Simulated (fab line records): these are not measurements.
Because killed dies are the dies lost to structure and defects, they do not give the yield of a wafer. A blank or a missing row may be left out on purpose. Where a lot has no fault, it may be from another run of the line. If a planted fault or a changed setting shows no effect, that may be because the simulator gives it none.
Matching of chambers	flow gf180mcu	GF_SAB_ETCH_11 on rie_diel-02 has 4 sister chambers
The step etches SiO2 in C4F8/O2/Ar, target depth 55 nm, time 8.5 s. 4 wafers are shown with their chamber, then 10 later ones without.

WAFERS PAIRED WITH THEIR CHAMBERS
wafer	chamber	oes_product_au (a.u.)
L084.1	3	0.995
L084.4	1	1.013
L085.1	2	1.008
L085.2	0	0.997

WAFERS WITH NO CHAMBER GIVEN
wafer	oes_product_au (a.u.)
L085.4	0.991
L087.3	1.011
L087.4	0.991
L087.5	0.984
L088.1	0.985
L088.3	1.002
L088.6	1.001
L095.1	0.997
L095.4	1.002
L095.6	1.008

WHICH CHAMBER EACH ONE RAN IN
wafer	from the rows above	in truth
L085.4	can't be placed: 3 or 0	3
L087.3	can't be placed: 1 or 2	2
L087.4	can't be placed: 3 or 0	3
L087.5	can't be placed: 3 or 0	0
L088.1	can't be placed: 3 or 0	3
L088.3	can't be placed: 0 or 2 or 3 or 1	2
L088.6	can't be placed: 0 or 3 or 2 or 1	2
L095.1	can't be placed: 0 or 3 or 2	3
L095.4	can't be placed: 0 or 2 or 3 or 1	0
L095.6	can't be placed: 2 or 1 or 0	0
Correctly placed: 0 of 10. Unplaceable from these rows: 10, with the true chamber sitting among the candidates in 10. Placed wrongly: 0.
How it was worked out, from the rows above alone: a wafer's distance from a chamber is the root of the sum, over the readings, of the square of ((its reading less the chamber's mean) divided by the reading's scatter). The wafer belongs to the nearest chamber; if the next one is less than 2 further off, it can't be placed. The mean given for a chamber averages the wafers shown for that chamber. The scatter: with one shown wafer a chamber, the root of the mean of the squares of how far each hidden wafer lies from its nearest shown one.
